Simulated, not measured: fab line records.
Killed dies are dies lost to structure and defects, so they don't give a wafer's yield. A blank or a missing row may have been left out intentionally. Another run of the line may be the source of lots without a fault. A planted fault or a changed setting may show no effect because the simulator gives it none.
Problem report, 8D (eight disciplines) form, completed by code	flow gf180mcu	the parts of the form that need people (team, actions taken, sign-off) are left out

1. WHAT WENT WRONG
Mean of runLengthS at GF_CONTACT_CLEAN_21: 32.9 s across 6 wafers in 2 lots; on wafers with no fault it is 49.2 s (standard deviation 2.6). Measured from the usual mean, that is -6.3 standard deviations.
The step: cleans in dHF, time 20 s.
The first sign was on wafer L643.1 at day 20 20:19, on wetBench-04. Wafers with a number at this step in the record: 18, from 6 lots. Rule for "out", or "out of limits": more than 4 standard deviations from the usual mean. The other wafers with a number count as sound.

2. WHAT IT IS; WHAT IT IS NOT
question	is	is not
which readings at this step	runLengthS	-
which lots	L643, L644	L636, L640, L650, L652
which wafers of those lots	all that have a number	-
read on which tools	wetBench-04	wetBench-02, wetBench-03
when	from day 20 20:19	up to then (6 sound wafers); but 6 sound wafers of L650, L652 came after

3. SUSPECTS, AND WHAT RULES EACH OUT
Counting: any tool at a process step up to the reading is kept as a suspect provided that every lot that is out went through it and no sound lot did after the first of them.
- wetBench-04 at GF_CONTACT_CLEAN_21 (cleans in dHF, time 20 s): kept. All lots that are out passed through it, beginning with L643 at day 20 20:19, and no sound lot followed; its final sound lot before that point was L636 at day 17 16:14. Out on those wafers are its own readings of runLengthS.
After counting, what remains is wetBench-04 at GF_CONTACT_CLEAN_21.

4. THE CAUSE (what the simulator had put in)
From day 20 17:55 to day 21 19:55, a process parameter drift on wetBench-04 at GF_CONTACT_CLEAN_21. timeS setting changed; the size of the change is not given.
Counting left only this tool.

5. SEQUENCE OF EFFECTS, ordered by route
Rows list readings where the struck wafers' mean (over those with a number) sits beyond 3 standard deviations from the usual. Scope: only readings with a usual standard deviation given in the record; hours: median across lots of the time from each lot's start at the first step in this table that gives one to its start at this step; sigmas: change in usual standard deviations.
hours	step	reading	usual	on struck wafers	change	sigmas
0	GF_CONTACT_CLEAN_21	runLengthS	49.2 s	32.9	-16.3	-6.3
The process steps in it:
- GF_CONTACT_CLEAN_21: cleans in dHF, time 20 s.

6. HOW IT WOULD HAVE BEEN CAUGHT EARLIER
2 hours passed between the start of the fault at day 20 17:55 and the first reading out of limits in this record, taken at day 20 20:19.
